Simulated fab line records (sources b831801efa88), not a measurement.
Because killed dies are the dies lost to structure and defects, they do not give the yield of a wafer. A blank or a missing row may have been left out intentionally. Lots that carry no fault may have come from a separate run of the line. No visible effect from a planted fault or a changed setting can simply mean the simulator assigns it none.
Matching of chambers | flow gf180mcu | 4 sister chambers for GF_V3_CMP_04 on cmp-02
The step polishes SiO2. 4 wafers are shown with their chamber, then 9 later ones without.

## WAFERS, EACH WITH ITS CHAMBER
wafer  | chamber | motor_current_A (A)
L653.2 | 0       | 12.3
L656.2 | 3       | 10.2
L656.3 | 1       | 16.3
L656.6 | 2       | 12.7

## WAFERS WHOSE CHAMBER IS MISSING
wafer  | motor_current_A (A)
L658.1 | 10.5
L658.3 | 16.4
L658.6 | 16.0
L659.1 | 12.8
L659.2 | 12.9
L659.4 | 10.6
L660.1 | 10.0
L660.2 | 16.4
L660.6 | 12.5

## THE CHAMBER EACH PASSED THROUGH
wafer  | from the rows above     | in truth
L658.1 | 3                       | 3
L658.3 | 1                       | 1
L658.6 | 1                       | 1
L659.1 | can't be placed: 2 or 0 | 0
L659.2 | can't be placed: 2 or 0 | 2
L659.4 | 3                       | 3
L660.1 | 3                       | 3
L660.2 | 1                       | 1
L660.6 | can't be placed: 0 or 2 | 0
Placed correctly: 6 of 9. Not placeable from these rows: 3 (in 3, the candidates include the true chamber). Wrongly placed: 0.
How it was worked out, from the rows above alone: a wafer's distance from a chamber is the root of the sum, over the readings, of the square of ((its reading less the chamber's mean) divided by the reading's scatter). If the next closest chamber is less than 2 further off than the closest, the wafer can't be placed; otherwise it belongs to the closest. The mean given for a chamber averages the wafers shown for that chamber. The scatter: root of mean squared gap, hidden wafer to nearest shown wafer, with one shown wafer a chamber.
